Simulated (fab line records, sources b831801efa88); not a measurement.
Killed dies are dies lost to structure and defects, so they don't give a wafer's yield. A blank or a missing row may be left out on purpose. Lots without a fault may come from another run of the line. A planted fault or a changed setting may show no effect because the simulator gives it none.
fab line records | flow sky130
record lots=12 wafers=36 last_day=52
route steps=708 shown CAPM@550 VIA3@573 PAD_OPEN@708
lots that met no fault: from a run of the same line without faults
start_h: hours from the record's first day to the start of the lot's first wafer shown | wait_h: hours since the lot's step before | " the same as in the row above | L1.1+2: a row that stands for several wafers | - no value, or no start given | * or withheld: withheld | < > ~ a bound
route shown NAME@n: a module of which the file shows steps, and the number in the route of the first | usual: mean/standard deviation of fault-free wafers | same: alike in all rows | chamber/n: place in a boat | sites: the reading at each site | _std_site: their standard deviation | _edge_site: outer sites' mean less inner sites' | radius_mm: how far each site lies from the wafer's centre | mask NAME#n: copy n | behind: the tool/chamber that last shaped the wafer | hold: why the lot was held/for how many hours/how that ended | device: the transistor (n, p or np) that didn't switch | end of line: the same wafers' tests at the end of the route | a step without rows: its recipe alone | killed: dies lost to structure and defects at the first sort, not the wafer's yield | map: a wafer's dies, x killed, . not, _ none there
set.NAME: the setting as run; set.NAME@STEP: as run at that earlier step | model.NAME: the simulator's own value behind a step, which no gauge read
steps of the route over a sample of lots; a table a step, a row a wafer
services: from which hour (start_h, from the record's first day; less than 0 if before it) a tool's chamber was out of use, for how many hours, and why
## steps
# step SKY_CAPM_METAL_ETCH_13
# recipe target_depth_nm=220 stop_on=SiO2 chemistry=Cl2/BCl3 target=TiN pressure_mtorr=10 icp_w=900 bias_w=48.5 Cl2_flow_sccm=60 bcl3_flow_sccm=30 time_s=62.9
# usual drypump_motor_current_A=5.7/0.48 oes_product_au=0.944/0.0069 throttle_valve_pct=21.901/0.0096
# columns lot.wafer tool chamber start_h wait_h drypump_motor_current_A oes_product_au rf_hours_counter_h throttle_valve_pct
L724.1 rie_metal-02 1 827.94 0.0 6.2 0.936 9 21.925
L724.3 " 0 " " 6.5 0.940 - 21.891
L724.6 " 0 " " 6.4 0.932 - 21.912
L729.1 rie_metal-03 0 852.27 0.0 5.1 0.940 9 21.899
L729.2 " 0 " " 5.1 0.943 - 21.912
L729.6 " 0 " " 5.1 0.941 - 21.914
L728.1 rie_metal-02 0 853.59 0.0 6.5 0.949 8 21.898
L728.4 " 1 " " 6.2 0.936 - 21.904
L728.5 " 0 " " 6.5 0.946 - 21.886
L730.2 rie_metal-03 0 866.44 0.0 5.1 0.944 11 21.906
L730.4 " 1 " " 5.6 0.948 - 21.903
L730.6 " 0 " " 5.1 0.946 - 21.881
L731.2 rie_metal-01 0 875.62 0.0 5.6 0.930 13 21.905
L731.3 " 1 " " 5.3 0.937 - 21.910
L731.4 " 0 " " 5.7 0.944 - 21.916
L733.1 rie_metal-02 1 877.22 0.0 6.2 0.943 11 21.917
L733.3 " 0 " " 6.4 0.940 - 21.908
L733.6 " 0 " " 6.5 0.946 - 21.901
L737.1 rie_metal-03 0 905.57 0.0 5.1 0.931 13 21.918
L737.4 " 0 " " 5.1 0.946 - 21.899
L737.6 " 1 " " 5.6 0.951 - 21.898
L739.1 rie_metal-02 1 925.32 0.0 6.1 0.943 13 21.882
L739.5 " 0 " " 6.4 0.938 - 21.896
L739.6 " 1 " " 6.1 0.943 - 21.899
L743.2 rie_metal-03 0 1092.59 0.0 5.1 0.937 22 21.911
L743.3 " 1 " " 5.7 0.939 - 21.887
L743.4 " 0 " " 5.1 0.949 - 21.895
L744.2 rie_metal-03 0 1097.87 0.0 5.1 0.944 22 21.908
L744.3 " 0 " " 5.1 0.954 - 21.881
L744.4 " 1 " " 5.6 0.954 - 21.912
L745.2 rie_metal-01 0 1098.43 0.0 5.7 0.938 24 21.908
L745.4 " 1 " " 5.3 0.939 - 21.905
L745.6 " 1 " " 5.3 0.937 - 21.908
L746.2 rie_metal-03 0 1099.49 0.0 5.1 0.940 23 21.910
L746.3 " 1 " " 5.6 0.942 - 21.893
L746.5 " 1 " " 5.6 0.946 - 21.911
# step SKY_VIA3_HDPCVD_00
# recipe material=SiO2 target_thk_nm=1635 sigma_open_frac=0.3 time_s=272.5 temp_c=400 sih4_flow_sccm=60 pressure_mtorr=6
# usual sih4_flow_sccm=60.00/0.18
# columns lot.wafer tool chamber start_h wait_h sih4_flow_sccm
L724.1 hdpcvd-02 0 856.23 0.0 59.86
L724.3 " 2 " " 59.70
L724.6 " 1 " " 59.67
L729.1 hdpcvd-01 0 879.99 0.0 59.73
L729.2 " 1 " " 59.71
L729.6 " 2 " " 60.11
L728.1 hdpcvd-02 2 882.02 0.0 59.93
L728.4 " 1 " " 60.17
L728.5 " 0 " " 59.91
L730.2 hdpcvd-02 2 895.35 0.0 59.93
L730.4 " 1 " " 60.41
L730.6 " 0 " " 59.91
L731.2 hdpcvd-01 2 904.17 0.0 60.05
L731.3 " 1 " " 60.13
L731.4 " 0 " " 59.66
L733.1 hdpcvd-01 1 905.19 0.0 59.89
L733.3 " 0 " " 60.40
L733.6 " 0 " " 59.90
L737.1 hdpcvd-02 0 933.42 0.0 72.10
L737.4 " 1 " " 59.88
L737.6 " 2 " " 59.80
L739.1 hdpcvd-02 0 952.95 0.0 72.06
L739.5 " 2 " " 59.75
L739.6 " 1 " " 59.99
L743.2 hdpcvd-02 2 1112.50 0.0 60.06
L743.3 " 1 " " 59.97
L743.4 " 1 " " 60.00
L744.2 hdpcvd-02 0 1117.54 0.0 60.07
L744.3 " 2 " " 59.90
L744.4 " 0 " " 60.26
L745.2 hdpcvd-01 2 1117.97 0.0 60.03
L745.4 " 2 " " 59.67
L745.6 " 0 " " 59.92
L746.2 hdpcvd-02 0 1119.28 0.0 60.12
L746.3 " 1 " " 60.11
L746.5 " 1 " " 60.32
# step SKY_VIA3_THK_MEAS_01
# recipe reads=SiO2_of_VIA3_HDPCVD_00
# usual VIA3_HDPCVD_THK=1625/15
# columns lot.wafer tool chamber start_h wait_h VIA3_HDPCVD_THK[nm]
L724.1 film_metro-02 - 856.40 0.1 1598
L724.3 " - " " 1612
L724.6 " - " " 1597
L729.1 film_metro-02 - 880.16 0.1 1631
L729.2 " - " " 1628
L729.6 " - " " 1613
L728.1 film_metro-02 - 882.19 0.1 1622
L728.4 " - " " 1611
L728.5 " - " " 1650
L730.2 film_metro-02 - 895.52 0.1 1624
L730.4 " - " " 1612
L730.6 " - " " 1640
L731.2 film_metro-01 - 904.35 0.1 1618
L731.3 " - " " 1623
L731.4 " - " " 1633
L733.1 film_metro-02 - 905.36 0.1 1649
L733.3 " - " " 1652
L733.6 " - " " 1645
L737.1 film_metro-02 - 933.59 0.1 1951
L737.4 " - " " 1620
L737.6 " - " " 1630
L739.1 film_metro-04 - 953.12 0.1 1944
L739.5 " - " " 1622
L739.6 " - " " 1620
L743.2 film_metro-02 - 1112.68 0.1 1624
L743.3 " - " " 1618
L743.4 " - " " 1611
L744.2 film_metro-02 - 1117.71 0.1 1646
L744.3 " - " " 1634
L744.4 " - " " 1646
L745.2 film_metro-02 - 1118.15 0.1 1614
L745.4 " - " " 1610
L745.6 " - " " 1643
L746.2 film_metro-04 - 1119.46 0.1 1662
L746.3 " - " " 1622
L746.5 " - " " 1619
# step SKY_VIA3_BOW_MEAS_03
# recipe mode=bow
# usual VIA3_BOW=79/8
# columns lot.wafer tool chamber start_h wait_h VIA3_BOW[um]
L724.1 film_metro-02 - 856.76 0.1 75
L724.3 " - " " 76
L724.6 " - " " 69
L729.1 film_metro-04 - 880.52 0.1 101
L729.2 " - " " 82
L729.6 " - " " 94
L728.1 film_metro-04 - 882.55 0.1 78
L728.4 " - " " 73
L728.5 " - " " 98
L730.2 film_metro-02 - 895.89 0.1 72
L730.4 " - " " 73
L730.6 " - " " 71
L731.2 film_metro-02 - 904.72 0.2 79
L731.3 " - " " 80
L731.4 " - " " 83
L733.1 film_metro-01 - 905.72 0.1 76
L733.3 " - " " 85
L733.6 " - " " 82
L737.1 film_metro-04 - 933.95 0.2 69
L737.4 " - " " 65
L737.6 " - " " 70
L739.1 film_metro-02 - 953.48 0.1 80
L739.5 " - " " 82
L739.6 " - " " 84
L743.2 film_metro-04 - 1113.05 0.1 87
L743.3 " - " " 83
L743.4 " - " " 66
L744.2 film_metro-04 - 1118.18 0.2 72
L744.3 " - " " 88
L744.4 " - " " 75
L745.2 film_metro-01 - 1118.52 0.2 82
L745.4 " - " " 88
L745.6 " - " " 68
L746.2 film_metro-01 - 1119.83 0.2 64
L746.3 " - " " 88
L746.5 " - " " 69
# step SKY_VIA3_CD_MEAS_12
# recipe target_cd_nm=200
# usual cd_nm=199.7/1.7
# columns lot.wafer tool chamber start_h wait_h cd_nm
L724.1 cd_sem-02 - 883.21 - 202.0
L724.3 " - " " 201.6
L724.6 " - " " 201.1
L729.1 cd_sem-01 - 906.66 - 200.7
L729.2 " - " " 200.9
L729.6 " - " " 200.4
L728.1 cd_sem-01 - 908.71 - 200.6
L728.4 " - " " 200.7
L728.5 " - " " 201.0
L730.2 cd_sem-02 - 922.23 - 200.0
L730.4 " - " " 199.3
L730.6 " - " " 199.5
L731.2 cd_sem-01 - 930.98 - 201.7
L731.3 " - " " 202.5
L731.4 " - " " 200.1
L733.1 cd_sem-01 - 931.31 - 199.3
L733.3 " - " " 200.3
L733.6 " - " " 199.8
L737.1 cd_sem-02 - 959.21 - 200.5
L737.4 " - " " 199.6
L737.6 " - " " 200.6
L739.1 cd_sem-02 - 978.86 - 193.3
L739.5 " - " " 196.2
L739.6 " - " " 195.7
L743.2 cd_sem-01 - 1130.83 - 199.9
L743.3 " - " " 201.4
L743.4 " - " " 200.3
L744.2 cd_sem-02 - 1135.53 - 199.0
L744.3 " - " " 198.6
L744.4 " - " " 199.1
L745.2 cd_sem-01 - 1136.06 - 200.0
L745.4 " - " " 201.0
L745.6 " - " " 200.5
L746.2 cd_sem-01 - 1136.98 - 199.2
L746.3 " - " " 200.5
L746.5 " - " " 200.5
# step SKY_PAD_OPEN_PROBE_99
# usual defect_limited_yield=82.5/1.9 killed_at_M0_to_M3=43/7 killed_at_M4_up=2.7/1.6 killed_at_contacts=24/5.3 killed_at_front_end=16/4.6 killed_at_other=0.3/0.53 killed_dies=86/9.3 killed_open=47/6.9 killed_short=38/6.1 sort_bin_3_pad_short=0.9/0.4 sort_bin_5_function=10.3/1.4 sort_bin_6_memory=6.3/1.1 sort_n_pass=406/9.3 sort_yield_pct=82.5/1.9
# same gross_dies=492 killed_at_back_side=0 sort_bin_4_leakage[%]=0 sort_bin_8_speed[%]=0
# columns lot.wafer tool chamber start_h wait_h defect_limited_yield[%] killed_at_M0_to_M3 killed_at_M4_up killed_at_contacts killed_at_front_end killed_at_other killed_dies killed_open killed_short sort_bin_3_pad_short[%] sort_bin_5_function[%] sort_bin_6_memory[%] sort_n_pass sort_yield_pct[%]
L724.1 prober-01 - 1040.51 0.1 81.1 35 7 24 27 0 93 46 46 0.6 12.2 6.1 399 81.1
L724.3 prober-01 - 1040.61 0.2 82.5 40 0 24 22 0 86 39 46 2.0 8.9 6.5 406 82.5
L724.6 prober-01 - 1040.76 0.2 83.7 46 3 20 11 0 80 40 40 1.2 9.6 5.5 412 83.7
L729.1 prober-02 - 1057.71 0.1 82.3 41 5 30 11 0 87 42 45 0.8 9.1 7.7 405 82.3
L729.2 prober-02 - 1057.76 0.1 82.7 49 2 21 11 2 85 44 41 0.6 10.8 5.9 407 82.7
L729.6 prober-02 - 1057.96 0.2 85.4 43 1 14 14 0 72 47 25 0.8 10.4 3.5 420 85.4
L728.1 prober-01 - 1060.99 0.1 85.6 30 5 19 17 0 71 29 42 0.4 9.1 4.9 421 85.6
L728.4 prober-01 - 1061.14 0.2 83.5 35 1 29 16 0 81 46 35 0.4 10.4 5.7 411 83.5
L728.5 prober-01 - 1061.19 0.2 83.1 42 4 21 15 1 83 48 35 1.2 10.0 5.7 409 83.1
L730.2 prober-02 - 1069.56 0.1 88.2 29 1 14 14 0 58 33 25 0.6 6.3 4.9 434 88.2
L730.4 prober-02 - 1069.66 0.2 87.6 31 3 15 12 0 61 37 24 0 6.9 5.5 431 87.6
L730.6 prober-02 - 1069.76 0.2 85.8 37 3 19 11 0 70 35 35 0.6 7.9 5.7 422 85.8
L731.2 prober-01 - 1077.31 0.1 82.5 47 2 24 13 0 86 53 33 0.2 10.4 6.9 406 82.5
L731.3 prober-01 - 1077.36 0.2 82.7 47 2 24 12 0 85 44 41 1.2 10.6 5.5 407 82.7
L731.4 prober-01 - 1077.41 0.2 81.7 54 3 21 12 0 90 43 47 0.4 12.2 5.7 402 81.7
L733.1 prober-02 - 1078.81 0.1 80.7 49 2 32 11 1 95 53 42 0.8 11.4 7.1 397 80.7
L733.3 prober-02 - 1078.91 0.2 83.5 42 1 25 13 0 81 52 29 0.8 8.5 7.1 411 83.5
L733.6 prober-02 - 1079.06 0.2 82.5 44 4 22 15 1 86 42 44 0.6 10.2 6.7 406 82.5
L737.1 prober-01 - 1098.91 0.1 80.9 64 2 19 9 0 94 56 38 1.0 11.0 7.1 398 80.9
L737.4 prober-01 - 1099.06 0.2 80.7 41 3 39 12 0 95 56 39 0.6 10.6 8.1 397 80.7
L737.6 prober-01 - 1099.16 0.2 82.1 52 2 22 11 1 88 52 36 0.2 12.8 4.9 404 82.1
L739.1 prober-01 - 1113.46 0.1 80.3 47 3 29 17 1 97 53 44 1.8 12.2 5.7 395 80.3
L739.5 prober-01 - 1113.66 0.2 84.3 38 4 26 9 0 77 41 34 0.8 7.7 7.1 415 84.3
L739.6 prober-01 - 1113.71 0.2 85.8 41 3 18 8 0 70 34 36 0.6 7.9 5.7 422 85.8
L743.2 prober-01 - 1239.06 0.1 78.7 44 2 32 26 1 105 53 50 0.8 13.0 7.5 387 78.7
L743.3 prober-01 - 1239.11 0.2 79.7 48 4 30 17 1 100 55 43 1.2 11.8 7.3 392 79.7
L743.4 prober-01 - 1239.16 0.2 81.7 44 4 21 20 1 90 56 33 1.0 12.2 5.1 402 81.7
L745.2 prober-02 - 1242.17 0.1 81.5 47 1 29 13 1 91 42 49 0.4 11.4 6.7 401 81.5
L745.4 prober-02 - 1242.27 0.2 80.9 40 3 31 20 0 94 57 36 0.4 10.8 7.9 398 80.9
L745.6 prober-02 - 1242.37 0.2 80.5 43 6 27 20 0 96 52 43 1.2 10.2 8.1 396 80.5
L744.2 prober-02 - 1242.81 0.1 88.4 24 1 23 8 1 57 32 24 0.8 6.7 4.1 435 88.4
L744.3 prober-02 - 1242.86 0.2 84.8 30 2 26 17 0 75 43 32 0.6 10.0 4.7 417 84.8
L744.4 prober-02 - 1242.91 0.2 82.5 52 1 21 11 1 86 48 38 1.0 9.6 6.9 406 82.5
L746.2 prober-02 - 1243.11 0.4 79.5 44 7 29 20 1 101 49 52 1.4 11.6 7.5 391 79.5
L746.3 prober-02 - 1243.16 0.5 80.9 50 1 25 18 0 94 51 43 0.8 10.8 7.5 398 80.9
L746.5 prober-02 - 1243.26 0.5 83.1 31 1 33 18 0 83 44 39 1.0 8.9 6.9 409 83.1
# killed by level:class
L724.1 LI_CONTACT:geometric_particle:open=8 POLY_GATE:geometric_particle:short=7 FIELD_ISO:geometric_particle:short=6 POLY_GATE:geometric_particle:open=6 VIA3:geometric_particle:open=6 VIA2:geometric_particle:open=5 LOCAL_INTERCONNECT:geometric_particle:short=5 METAL4:geometric_particle:short=5
L724.3 METAL2:geometric_particle:short=10 VIA1:geometric_particle:open=9 FIELD_ISO:geometric_particle:short=8 CONTACT:geometric_particle:open=8 LI_CONTACT:geometric_particle:open=6 LOCAL_INTERCONNECT:geometric_particle:short=6 VIA3:geometric_particle:open=5 VIA2:geometric_particle:short=5
L724.6 METAL2:geometric_particle:short=10 POLY_GATE:geometric_particle:open=7 VIA1:geometric_particle:open=6 CONTACT:geometric_particle:open=6 VIA3:geometric_particle:open=6 METAL1:geometric_particle:open=5 LI_CONTACT:geometric_particle:short=4 LI_CONTACT:geometric_particle:open=4
L729.1 CONTACT:geometric_particle:short=10 VIA1:geometric_particle:short=8 VIA2:geometric_particle:open=8 VIA3:geometric_particle:open=7 CONTACT:geometric_particle:open=7 LI_CONTACT:geometric_particle:open=6 METAL1:geometric_particle:short=5 METAL2:geometric_particle:short=5
L729.2 LI_CONTACT:geometric_particle:open=10 VIA3:geometric_particle:open=9 VIA1:geometric_particle:open=7 VIA2:geometric_particle:open=6 VIA3:geometric_particle:short=6 CONTACT:geometric_particle:open=5 METAL1:geometric_particle:short=5 VIA1:geometric_particle:short=5
L729.6 VIA1:geometric_particle:open=13 VIA1:geometric_particle:short=8 LI_CONTACT:geometric_particle:open=7 VIA3:geometric_particle:open=7 FIELD_ISO:geometric_particle:open=5 POLY_GATE:geometric_particle:open=4 CONTACT:geometric_particle:open=4 VIA2:geometric_particle:open=4
L728.1 METAL2:geometric_particle:short=7 CONTACT:geometric_particle:open=7 CONTACT:geometric_particle:short=6 METAL4:geometric_particle:short=5 VIA1:geometric_particle:open=5 FIELD_ISO:geometric_particle:open=4 VIA3:geometric_particle:short=4 VIA3:geometric_particle:open=4
L728.4 CONTACT:geometric_particle:open=12 VIA1:geometric_particle:open=9 VIA1:geometric_particle:short=7 LI_CONTACT:geometric_particle:open=5 LOCAL_INTERCONNECT:geometric_particle:short=5 METAL1:geometric_particle:short=5 VIA3:geometric_particle:open=5 FIELD_ISO:geometric_particle:short=4
L728.5 VIA1:geometric_particle:open=11 VIA2:geometric_particle:open=9 CONTACT:geometric_particle:open=8 FIELD_ISO:geometric_particle:open=6 METAL1:geometric_particle:short=5 LOCAL_INTERCONNECT:geometric_particle:short=5 CONTACT:geometric_particle:short=4 VIA1:geometric_particle:short=4
L730.2 VIA1:geometric_particle:open=10 FIELD_ISO:geometric_particle:short=7 VIA2:geometric_particle:open=6 CONTACT:geometric_particle:open=5 POLY_GATE:geometric_particle:short=4 VIA1:geometric_particle:short=4 VIA3:geometric_particle:open=4 CONTACT:geometric_particle:short=3
L730.4 CONTACT:geometric_particle:open=7 VIA1:geometric_particle:open=7 VIA3:geometric_particle:open=7 LI_CONTACT:geometric_particle:open=5 METAL2:geometric_particle:short=5 VIA2:geometric_particle:open=4 FIELD_ISO:geometric_particle:open=3 VIA2:geometric_particle:short=3
L730.6 VIA1:geometric_particle:open=10 METAL2:geometric_particle:short=6 VIA2:geometric_particle:open=6 LI_CONTACT:geometric_particle:short=5 CONTACT:geometric_particle:open=5 POLY_GATE:geometric_particle:short=4 LI_CONTACT:geometric_particle:open=4 FIELD_ISO:geometric_particle:short=3
L731.2 VIA1:geometric_particle:open=17 CONTACT:geometric_particle:open=9 CONTACT:geometric_particle:short=6 LI_CONTACT:geometric_particle:open=5 VIA2:geometric_particle:open=5 VIA1:geometric_particle:short=5 METAL2:geometric_particle:short=5 VIA3:geometric_particle:open=5
L731.3 VIA1:geometric_particle:open=10 VIA3:geometric_particle:open=8 CONTACT:geometric_particle:short=6 VIA2:geometric_particle:open=6 LI_CONTACT:geometric_particle:open=5 CONTACT:geometric_particle:open=5 METAL1:geometric_particle:short=5 VIA3:geometric_particle:short=5
L731.4 VIA1:geometric_particle:open=9 METAL1:geometric_particle:short=9 CONTACT:geometric_particle:open=8 VIA3:geometric_particle:open=8 VIA2:geometric_particle:open=7 VIA3:geometric_particle:short=6 LOCAL_INTERCONNECT:geometric_particle:short=5 METAL2:geometric_particle:short=5
L733.1 LI_CONTACT:geometric_particle:open=12 CONTACT:geometric_particle:open=11 VIA1:geometric_particle:open=10 METAL1:geometric_particle:short=8 VIA3:geometric_particle:open=8 METAL2:geometric_particle:short=7 VIA2:geometric_particle:short=6 LOCAL_INTERCONNECT:geometric_particle:short=4
L733.3 CONTACT:geometric_particle:open=13 VIA1:geometric_particle:open=13 LI_CONTACT:geometric_particle:open=6 VIA3:geometric_particle:open=5 FIELD_ISO:geometric_particle:short=4 METAL1:geometric_particle:open=4 METAL2:geometric_particle:short=4 LI_CONTACT:geometric_particle:short=3
L733.6 METAL2:geometric_particle:short=7 VIA2:geometric_particle:open=7 CONTACT:geometric_particle:short=6 LI_CONTACT:geometric_particle:open=6 LOCAL_INTERCONNECT:geometric_particle:short=6 METAL1:geometric_particle:short=6 VIA1:geometric_particle:open=6 VIA3:geometric_particle:open=5
L737.1 VIA3:geometric_particle:open=12 VIA1:geometric_particle:open=12 CONTACT:geometric_particle:open=9 VIA1:geometric_particle:short=8 METAL1:geometric_particle:short=7 VIA2:geometric_particle:open=6 LI_CONTACT:geometric_particle:open=6 METAL3:geometric_particle:short=5
L737.4 CONTACT:geometric_particle:open=16 LI_CONTACT:geometric_particle:open=12 VIA3:geometric_particle:open=8 VIA2:geometric_particle:open=8 METAL2:geometric_particle:short=6 CONTACT:geometric_particle:short=5 VIA1:geometric_particle:open=5 LOCAL_INTERCONNECT:geometric_particle:short=4
L737.6 VIA1:geometric_particle:open=16 VIA3:geometric_particle:open=11 LI_CONTACT:geometric_particle:open=7 METAL1:geometric_particle:short=6 VIA1:geometric_particle:short=5 METAL2:geometric_particle:short=5 FIELD_ISO:geometric_particle:open=4 POLY_GATE:geometric_particle:open=4
L739.1 CONTACT:geometric_particle:open=11 VIA3:geometric_particle:open=9 LI_CONTACT:geometric_particle:open=7 METAL2:geometric_particle:short=7 VIA2:geometric_particle:open=7 FIELD_ISO:geometric_particle:short=6 VIA1:geometric_particle:open=6 CONTACT:geometric_particle:short=5
L739.5 LI_CONTACT:geometric_particle:open=7 VIA1:geometric_particle:open=6 CONTACT:geometric_particle:open=6 CONTACT:geometric_particle:short=6 VIA1:geometric_particle:short=6 VIA2:geometric_particle:open=6 METAL3:geometric_particle:short=5 VIA3:geometric_particle:short=4
L739.6 METAL2:geometric_particle:short=10 CONTACT:geometric_particle:open=9 VIA1:geometric_particle:open=7 VIA2:geometric_particle:open=7 POLY_GATE:geometric_particle:short=4 LI_CONTACT:geometric_particle:open=4 METAL1:geometric_particle:short=4 FIELD_ISO:geometric_particle:short=3
L743.2 VIA1:geometric_particle:open=12 CONTACT:geometric_particle:open=9 LI_CONTACT:geometric_particle:open=9 VIA1:geometric_particle:short=9 FIELD_ISO:geometric_particle:short=6 POLY_GATE:geometric_particle:open=6 LOCAL_INTERCONNECT:geometric_particle:short=6 POLY_GATE:geometric_particle:short=5
L743.3 CONTACT:geometric_particle:open=16 METAL1:geometric_particle:short=10 VIA3:geometric_particle:open=10 VIA1:geometric_particle:open=8 LI_CONTACT:geometric_particle:open=6 POLY_GATE:geometric_particle:short=5 VIA3:geometric_particle:short=5 POLY_GATE:geometric_particle:open=4
L743.4 VIA1:geometric_particle:open=13 LI_CONTACT:geometric_particle:open=9 VIA2:geometric_particle:open=8 FIELD_ISO:geometric_particle:open=7 CONTACT:geometric_particle:open=7 FIELD_ISO:geometric_particle:short=4 POLY_GATE:geometric_particle:open=4 LI_CONTACT:geometric_particle:short=4
L745.2 LI_CONTACT:geometric_particle:open=13 VIA1:geometric_particle:short=9 LOCAL_INTERCONNECT:geometric_particle:short=7 VIA1:geometric_particle:open=7 METAL3:geometric_particle:short=6 VIA3:geometric_particle:open=6 VIA2:geometric_particle:open=5 POLY_GATE:geometric_particle:short=4
L745.4 CONTACT:geometric_particle:open=13 LI_CONTACT:geometric_particle:open=9 VIA3:geometric_particle:open=8 POLY_GATE:geometric_particle:open=6 VIA1:geometric_particle:open=5 LI_CONTACT:geometric_particle:short=5 METAL2:geometric_particle:short=5 METAL3:geometric_particle:short=5
L745.6 CONTACT:geometric_particle:open=11 VIA2:geometric_particle:open=8 LI_CONTACT:geometric_particle:open=7 FIELD_ISO:geometric_particle:open=6 METAL4:geometric_particle:short=6 VIA1:geometric_particle:open=6 METAL1:geometric_particle:short=5 METAL2:geometric_particle:short=5
L744.2 CONTACT:geometric_particle:open=9 VIA1:geometric_particle:open=7 LI_CONTACT:geometric_particle:open=5 VIA1:geometric_particle:short=5 POLY_GATE:geometric_particle:open=4 LOCAL_INTERCONNECT:geometric_particle:short=4 METAL2:geometric_particle:short=4 FIELD_ISO:geometric_particle:open=3
L744.3 LI_CONTACT:geometric_particle:open=12 METAL1:geometric_particle:short=8 FIELD_ISO:geometric_particle:open=6 CONTACT:geometric_particle:open=6 VIA1:geometric_particle:open=5 POLY_GATE:geometric_particle:short=4 VIA2:geometric_particle:open=4 FIELD_ISO:geometric_particle:short=3
L744.4 METAL2:geometric_particle:short=10 VIA1:geometric_particle:open=10 VIA3:geometric_particle:open=7 VIA2:geometric_particle:open=6 METAL1:geometric_particle:short=6 LI_CONTACT:geometric_particle:open=4 LI_CONTACT:geometric_particle:short=4 CONTACT:geometric_particle:open=4
L746.2 LI_CONTACT:geometric_particle:open=10 METAL1:geometric_particle:short=8 POLY_GATE:geometric_particle:open=7 CONTACT:geometric_particle:open=7 VIA2:geometric_particle:open=7 FIELD_ISO:geometric_particle:short=6 LOCAL_INTERCONNECT:geometric_particle:short=6 CONTACT:geometric_particle:short=5
L746.3 VIA2:geometric_particle:open=12 VIA1:geometric_particle:open=10 LI_CONTACT:geometric_particle:open=9 METAL2:geometric_particle:short=9 POLY_GATE:geometric_particle:short=5 CONTACT:geometric_particle:open=5 FIELD_ISO:geometric_particle:open=4 POLY_GATE:geometric_particle:open=4
L746.5 CONTACT:geometric_particle:open=11 LI_CONTACT:geometric_particle:open=9 METAL1:geometric_particle:short=7 VIA1:geometric_particle:open=6 FIELD_ISO:geometric_particle:short=5 LI_CONTACT:geometric_particle:short=5 FIELD_ISO:geometric_particle:open=4 METAL2:geometric_particle:short=4
## services
# columns tool chamber start_h hours kind
rie_metal-01 - 805.85 0.6 repair
hdpcvd-01 0 836.17 2.5 repair
rie_metal-03 0 843.20 6.2 repair
rie_metal-03 1 849.38 - clean
rie_metal-03 1 849.38 10.3 scheduled_down
rie_metal-03 1 849.38 10.3 vent_cycle
hdpcvd-01 - 867.84 1.3 repair
rie_metal-02 - 870.42 2.8 pm
rie_metal-01 0 892.38 5.6 repair
hdpcvd-02 - 902.51 2.8 pm
rie_metal-01 - 903.89 0.6 repair
rie_metal-01 0 905.20 11.6 repair
hdpcvd-02 - 915.73 1.0 repair
rie_metal-01 1 923.25 1.1 repair
hdpcvd-01 - 950.25 15.0 pm
hdpcvd-01 0 950.25 15.0 vent_cycle
hdpcvd-01 1 950.25 15.0 vent_cycle
hdpcvd-01 2 950.25 15.0 vent_cycle
hdpcvd-01 0 965.25 - clean
hdpcvd-02 - 965.25 5.5 pm
rie_metal-01 - 967.78 1.3 repair
rie_metal-01 - 977.32 2.8 pm
rie_metal-02 1 988.70 3.0 repair
rie_metal-02 - 1104.68 2.4 repair
## key
first_sign step=SKY_VIA3_HDPCVD_00 reading=sih4_flow_sccm direction=up sigmas=66 usual=60.00 struck=72.08
effect step=SKY_VIA3_THK_MEAS_01 reading=VIA3_HDPCVD_THK direction=up sigmas=22 usual=1625 struck=1948
met_at SKY_VIA3_HDPCVD_00
struck_lots L737,L739
struck_wafers L737.1,L739.1
not_acting_at SKY_CAPM_METAL_ETCH_13,SKY_VIA3_BOW_MEAS_03,SKY_VIA3_CD_MEAS_12
onset_between 895.35 933.42
fault kind=process_parameter_drift tool=hdpcvd-02 chamber=0 onset_h=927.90 steps=SKY_VIA3_HDPCVD_00 channel=sih4_flow_sccm offset=12 shape=step end_h=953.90 acts_in=these_recipes_only stated=60
